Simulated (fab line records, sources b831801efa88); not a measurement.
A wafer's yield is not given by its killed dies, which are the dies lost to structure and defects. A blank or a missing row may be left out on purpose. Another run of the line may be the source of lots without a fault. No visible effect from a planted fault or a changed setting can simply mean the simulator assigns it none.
fab line records ; flow gf180mcu
record lots=12; wafers=36; last_day=34
route steps=602 shown M2@377 V2@404 M3@421
lots untouched by any fault: they come from a run of this same line in which no faults occurred
start_h: hours from the record's first day to the start of the lot's first wafer shown ; wait_h: hours since the lot's step before ; " repeats the value in the row above ; L1.1+2: a single row standing in for several wafers ; - either no value or no given start ; * or withheld: withheld ; < > ~ a bound
route shown NAME@n: NAME is a module with steps in the file, n the number in the route of the first one ; usual: the fault-free wafers' mean and standard deviation ; same: alike in all rows ; chamber/n: place in a boat ; sites: the reading at each site ; _std_site: standard deviation across them ; _edge_site: the outer-site mean with the inner-site mean subtracted ; radius_mm: for every site, how far away it sits from the centre of the wafer ; mask NAME#n: copy n ; behind: the tool/chamber that last shaped the wafer ; hold: the reason the lot was held/the length of the hold in hours/how it ended ; device: transistor that didn't switch, given as n, p or np ; end of line: tests run on the same wafers once the route is complete ; step lacking rows: just its recipe ; killed: dies lost to structure and defects at the first sort, not the wafer's yield ; map: per-die view of a wafer (x killed, . not killed, _ where there is no die)
set.NAME: setting as actually run; set.NAME@STEP: the setting as run at that earlier step ; model.NAME: the simulator's own value behind a step, which no gauge read
route steps across a sampled set of lots; one table per step, one row per wafer
services: the hour from which a tool's chamber was out of use, counted from the record's first day as start_h (under 0 if before that day), plus the number of hours and why
## steps
# step GF_M2_OVL_MEAS_15
# usual M2_OVL=-1/5.6
lot.wafer;tool;chamber;start_h;wait_h;M2_OVL[nm]
L285.2;overlay-02;-;469.94;0.1;4
L285.4;overlay-02;-;469.94;0.1;1
L285.5;overlay-02;-;469.94;0.1;2
L286.2;overlay-01;-;480.89;0.1;3
L286.4;overlay-01;-;480.89;0.1;3
L286.5;overlay-01;-;480.89;0.1;5
L288.2;overlay-02;-;505.66;0.1;-2
L288.3;overlay-02;-;505.66;0.1;-4
L288.5;overlay-02;-;505.66;0.1;0
L289.2;overlay-02;-;511.86;0.1;-9
L289.3;overlay-02;-;511.86;0.1;-7
L289.4;overlay-02;-;511.86;0.1;-1
L294.1;overlay-02;-;546.45;0.1;-10
L294.2;overlay-02;-;546.45;0.1;-5
L294.4;overlay-02;-;546.45;0.1;-10
L296.2;overlay-01;-;562.36;0.1;-6
L296.3;overlay-01;-;562.36;0.1;1
L296.4;overlay-01;-;562.36;0.1;-2
L297.2;overlay-01;-;576.24;0.1;1
L297.4;overlay-01;-;576.24;0.1;-1
L297.6;overlay-01;-;576.24;0.1;3
L299.1;overlay-01;-;590.08;0.1;-7
L299.4;overlay-01;-;590.08;0.1;4
L299.6;overlay-01;-;590.08;0.1;-1
L300.1;overlay-02;-;598.83;0.1;1
L300.4;overlay-02;-;598.83;0.1;-2
L300.5;overlay-02;-;598.83;0.1;9
L301.3;overlay-02;-;604.04;0.1;-1
L301.4;overlay-02;-;604.04;0.1;2
L301.5;overlay-02;-;604.04;0.1;12
L303.1;overlay-01;-;619.43;0.1;-9
L303.2;overlay-01;-;619.43;0.1;-13
L303.3;overlay-01;-;619.43;0.1;-6
L304.2;overlay-01;-;630.44;0.1;-9
L304.4;overlay-01;-;630.44;0.1;-3
L304.6;overlay-01;-;630.44;0.1;2
# step GF_M2_METAL_ETCH_16
# recipe chemistry=Cl2/BCl3; mask_material=KrF; target_depth_nm=627.5; stop_on=SiO2; pressure_mtorr=8; icp_w=770.9; bias_w=140; Cl2_flow_sccm=80; bcl3_flow_sccm=40; time_s=104.6
# usual drypump_motor_current_A=5.68/0.23; he_backside_leak_sccm=3.33/0.23; oes_product_au=0.966/0.0064; throttle_valve_pct=28.257/0.01
lot.wafer;tool;chamber;start_h;wait_h;drypump_motor_current_A;he_backside_leak_sccm;oes_product_au;rf_hours_counter_h;throttle_valve_pct
L285.2;rie_metal-04;0;469.97;0.0;5.92;3.39;0.966;4;28.258
L285.4;rie_metal-04;1;469.97;0.0;5.69;3.40;0.967;-;28.267
L285.5;rie_metal-04;0;469.97;0.0;5.91;3.26;0.971;-;28.260
L286.2;rie_metal-01;0;480.92;0.0;5.28;3.45;0.966;11;28.261
L286.4;rie_metal-01;1;480.92;0.0;5.77;3.16;0.983;-;28.242
L286.5;rie_metal-01;1;480.92;0.0;5.74;3.20;0.975;-;28.249
L288.2;rie_metal-04;1;505.69;0.0;5.70;3.44;0.970;11;28.237
L288.3;rie_metal-04;1;505.69;0.0;5.73;3.30;0.972;-;28.255
L288.5;rie_metal-04;1;505.69;0.0;5.71;3.26;0.952;-;28.267
L289.2;rie_metal-01;1;511.89;0.0;5.75;3.18;0.965;1;28.250
L289.3;rie_metal-01;0;511.89;0.0;5.30;3.26;0.967;-;28.252
L289.4;rie_metal-01;1;511.89;0.0;5.79;3.19;0.967;-;28.258
L294.1;rie_metal-04;0;546.49;0.0;5.92;3.21;0.955;6;28.256
L294.2;rie_metal-04;1;546.49;0.0;5.70;3.35;0.965;12;28.262
L294.4;rie_metal-04;0;546.49;0.0;5.88;3.30;0.963;-;28.254
L296.2;rie_metal-02;0;562.42;0.1;5.80;3.46;0.962;-;28.256
L296.3;rie_metal-02;0;562.42;0.1;5.79;3.30;0.957;-;28.280
L296.4;rie_metal-02;0;562.42;0.1;5.82;3.10;0.971;-;28.269
L297.2;rie_metal-04;0;576.27;0.0;5.90;3.27;0.961;7;28.263
L297.4;rie_metal-04;0;576.27;0.0;5.89;3.31;0.961;-;28.267
L297.6;rie_metal-04;0;576.27;0.0;5.91;3.29;0.967;-;28.253
L299.1;rie_metal-01;0;590.12;0.0;5.28;3.24;0.968;1;28.273
L299.4;rie_metal-01;0;590.12;0.0;5.28;3.32;0.955;-;28.253
L299.6;rie_metal-01;0;590.12;0.0;5.28;3.28;0.964;-;28.251
L300.1;rie_metal-02;1;598.87;0.0;5.88;3.70;0.972;1;28.251
L300.4;rie_metal-02;0;598.87;0.0;5.83;3.19;0.968;-;28.254
L300.5;rie_metal-02;0;598.87;0.0;5.84;4.03;0.970;-;28.266
L301.3;rie_metal-02;0;604.10;0.1;5.77;3.18;0.952;-;28.252
L301.4;rie_metal-02;1;604.10;0.1;5.89;3.53;0.972;-;28.264
L301.5;rie_metal-02;0;604.10;0.1;5.77;2.89;0.973;-;28.251
L303.1;rie_metal-04;1;619.47;0.0;5.72;3.30;0.962;0;28.256
L303.2;rie_metal-04;0;619.47;0.0;5.89;3.26;0.958;9;28.262
L303.3;rie_metal-04;0;619.47;0.0;5.90;3.25;0.962;-;28.282
L304.2;rie_metal-01;0;630.47;0.0;5.29;3.41;0.952;2;28.271
L304.4;rie_metal-01;0;630.47;0.0;5.27;3.40;0.954;-;28.251
L304.6;rie_metal-01;0;630.47;0.0;5.27;3.43;0.962;-;28.263
# step GF_V2_SPUTTER_22
# recipe material=TiN; target_thk_nm=10; chamber_pressure_pa=5; power_w=4000; time_s=40
# usual throttle_valve_pct=30.2/1
lot.wafer;tool;chamber;start_h;wait_h;throttle_valve_pct
L285.2;pvd_sputter-03;-;495.84;0.0;28.9
L285.4;pvd_sputter-03;-;495.84;0.0;29.2
L285.5;pvd_sputter-03;-;495.84;0.0;28.7
L286.2;pvd_sputter-02;-;506.89;0.0;29.9
L286.4;pvd_sputter-02;-;506.89;0.0;31.3
L286.5;pvd_sputter-02;-;506.89;0.0;31.0
L288.2;pvd_sputter-02;-;532.03;0.0;30.4
L288.3;pvd_sputter-02;-;532.03;0.0;30.0
L288.5;pvd_sputter-02;-;532.03;0.0;30.0
L289.2;pvd_sputter-02;-;537.89;0.0;30.0
L289.3;pvd_sputter-02;-;537.89;0.0;30.9
L289.4;pvd_sputter-02;-;537.89;0.0;29.9
L294.1;pvd_sputter-01;-;571.34;0.0;30.6
L294.2;pvd_sputter-01;-;571.34;0.0;31.4
L294.4;pvd_sputter-01;-;571.34;0.0;30.6
L296.2;pvd_sputter-03;-;586.80;0.0;28.8
L296.3;pvd_sputter-03;-;586.80;0.0;29.2
L296.4;pvd_sputter-03;-;586.80;0.0;29.0
L297.2;pvd_sputter-01;-;600.62;0.0;30.6
L297.4;pvd_sputter-01;-;600.62;0.0;30.4
L297.6;pvd_sputter-01;-;600.62;0.0;31.5
L299.1;pvd_sputter-03;-;613.69;0.0;28.5
L299.4;pvd_sputter-03;-;613.69;0.0;29.4
L299.6;pvd_sputter-03;-;613.69;0.0;28.6
L300.1;pvd_sputter-02;-;622.36;0.0;29.6
L300.4;pvd_sputter-02;-;622.36;0.0;30.9
L300.5;pvd_sputter-02;-;622.36;0.0;30.3
L301.3;pvd_sputter-01;-;627.34;0.0;31.6
L301.4;pvd_sputter-01;-;627.34;0.0;30.7
L301.5;pvd_sputter-01;-;627.34;0.0;31.6
L303.1;pvd_sputter-01;-;642.10;0.0;31.5
L303.2;pvd_sputter-01;-;642.10;0.0;30.6
L303.3;pvd_sputter-01;-;642.10;0.0;31.4
L304.2;pvd_sputter-03;-;653.44;0.0;29.0
L304.4;pvd_sputter-03;-;653.44;0.0;28.8
L304.6;pvd_sputter-03;-;653.44;0.0;28.7
# step GF_M3_PEB_12
# recipe peb_temp_c=135; peb_time_s=90; resist=KrF
# usual heater_power_total_W=85.70/0.079
lot.wafer;tool;chamber;start_h;wait_h;heater_power_total_W
L285.2;litho_track-03;0;520.41;-;85.51
L285.4;litho_track-03;0;520.41;-;85.79
L285.5;litho_track-03;0;520.41;-;85.80
L286.2;litho_track-04;0;530.43;-;85.60
L286.4;litho_track-04;0;530.43;-;85.72
L286.5;litho_track-04;0;530.43;-;85.79
L288.2;litho_track-01;0;555.88;-;85.71
L288.3;litho_track-01;0;555.88;-;85.75
L288.5;litho_track-01;0;555.88;-;85.51
L289.2;litho_track-04;0;561.23;-;85.70
L289.3;litho_track-04;0;561.23;-;85.75
L289.4;litho_track-04;0;561.23;-;85.66
L294.1;litho_track-04;0;593.50;-;85.74
L294.2;litho_track-04;0;593.50;-;85.70
L294.4;litho_track-04;0;593.50;-;85.62
L296.2;litho_track-04;0;608.98;-;85.82
L296.3;litho_track-04;0;608.98;-;85.56
L296.4;litho_track-04;0;608.98;-;90.40
L297.2;litho_track-04;0;622.08;-;85.57
L297.4;litho_track-04;0;622.08;-;90.57
L297.6;litho_track-04;0;622.08;-;90.52
L299.1;litho_track-01;0;634.99;-;85.70
L299.4;litho_track-01;0;634.99;-;85.61
L299.6;litho_track-01;0;634.99;-;85.79
L300.1;litho_track-01;0;643.49;-;85.68
L300.4;litho_track-01;0;643.49;-;85.72
L300.5;litho_track-01;0;643.49;-;85.59
L301.3;litho_track-03;0;648.90;-;85.73
L301.4;litho_track-03;0;648.90;-;85.70
L301.5;litho_track-03;0;648.90;-;85.68
L303.1;litho_track-01;0;662.89;-;85.70
L303.2;litho_track-01;0;662.89;-;85.75
L303.3;litho_track-01;0;662.89;-;85.78
L304.2;litho_track-03;0;674.06;-;85.70
L304.4;litho_track-03;0;674.06;-;85.68
L304.6;litho_track-03;0;674.06;-;85.79
# step GF_M3_CD_MEAS_14
# recipe target_cd_nm=280
# usual cd_nm=279.7/1.4
lot.wafer;tool;chamber;start_h;wait_h;cd_nm
L285.2;cd_sem-02;-;520.85;0.2;280.5
L285.4;cd_sem-02;-;520.85;0.2;280.7
L285.5;cd_sem-02;-;520.85;0.2;280.2
L286.2;cd_sem-01;-;530.82;0.2;278.4
L286.4;cd_sem-01;-;530.82;0.2;279.3
L286.5;cd_sem-01;-;530.82;0.2;278.9
L288.2;cd_sem-02;-;556.21;0.1;278.2
L288.3;cd_sem-02;-;556.21;0.1;278.5
L288.5;cd_sem-02;-;556.21;0.1;277.3
L289.2;cd_sem-02;-;561.57;0.1;281.1
L289.3;cd_sem-02;-;561.57;0.1;280.3
L289.4;cd_sem-02;-;561.57;0.1;279.8
L294.1;cd_sem-01;-;593.85;0.1;279.1
L294.2;cd_sem-01;-;593.85;0.1;280.4
L294.4;cd_sem-01;-;593.85;0.1;281.5
L296.2;cd_sem-02;-;609.32;0.1;280.1
L296.3;cd_sem-02;-;609.32;0.1;279.3
L296.4;cd_sem-02;-;609.32;0.1;283.9
L297.2;cd_sem-01;-;622.42;0.1;279.2
L297.4;cd_sem-01;-;622.42;0.1;283.6
L297.6;cd_sem-01;-;622.42;0.1;283.0
L299.1;cd_sem-01;-;635.34;0.1;278.6
L299.4;cd_sem-01;-;635.34;0.1;278.0
L299.6;cd_sem-01;-;635.34;0.1;278.8
L300.1;cd_sem-01;-;643.84;0.1;279.1
L300.4;cd_sem-01;-;643.84;0.1;278.9
L300.5;cd_sem-01;-;643.84;0.1;278.4
L301.3;cd_sem-01;-;649.22;0.1;280.6
L301.4;cd_sem-01;-;649.22;0.1;281.4
L301.5;cd_sem-01;-;649.22;0.1;281.6
L303.1;cd_sem-01;-;663.24;0.1;281.8
L303.2;cd_sem-01;-;663.24;0.1;281.3
L303.3;cd_sem-01;-;663.24;0.1;281.9
L304.2;cd_sem-01;-;674.40;0.1;280.4
L304.4;cd_sem-01;-;674.40;0.1;280.2
L304.6;cd_sem-01;-;674.40;0.1;278.5
## services
tool;chamber;start_h;hours;kind
rie_metal-02;-;449.23;3.3;repair
rie_metal-01;1;453.87;9.2;repair
pvd_sputter-03;0;504.88;-;consumable_replace:kit
pvd_sputter-03;0;504.88;18.0;scheduled_down
pvd_sputter-03;0;504.88;18.0;vent_cycle
pvd_sputter-01;-;508.74;2.5;repair
pvd_sputter-01;2;534.99;-;consumable_replace:kit
pvd_sputter-01;2;534.99;18.0;scheduled_down
pvd_sputter-01;2;534.99;18.0;vent_cycle
rie_metal-01;0;543.48;-;clean
rie_metal-01;0;543.48;23.2;scheduled_down
rie_metal-01;0;543.48;23.2;vent_cycle
rie_metal-02;1;545.13;-;clean
pvd_sputter-02;-;571.25;7.4;repair
rie_metal-02;1;581.64;2.3;repair
rie_metal-04;1;592.53;-;clean
rie_metal-04;1;592.53;16.3;scheduled_down
rie_metal-04;1;592.53;16.3;vent_cycle
rie_metal-02;-;605.78;2.8;pm
rie_metal-04;0;625.83;3.4;repair
pvd_sputter-02;3;645.02;-;consumable_replace:kit
pvd_sputter-02;3;645.02;18.0;scheduled_down
pvd_sputter-02;3;645.02;18.0;vent_cycle
rie_metal-01;0;668.81;1.5;repair
## key
first_sign step=GF_M3_PEB_12; reading=heater_power_total_W; direction=up; sigmas=61; usual=85.70; struck=90.50
effect step=GF_M3_CD_MEAS_14; reading=cd_nm; direction=up; sigmas=2.8; usual=279.7; struck=283.5
met_at GF_M3_PEB_12
struck_lots L296,L297
struck_wafers L296.4,L297.4,L297.6
not_acting_at GF_M2_OVL_MEAS_15,GF_M2_METAL_ETCH_16,GF_V2_SPUTTER_22
onset_between 593.50 608.98
fault kind=process_parameter_drift; tool=litho_track-04; chamber=-; onset_h=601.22; steps=GF_M3_PEB_12; channel=peb_time_s; offset=*; shape=step; end_h=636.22; scope=struck_wafers_only; acts_in=*; stated=*
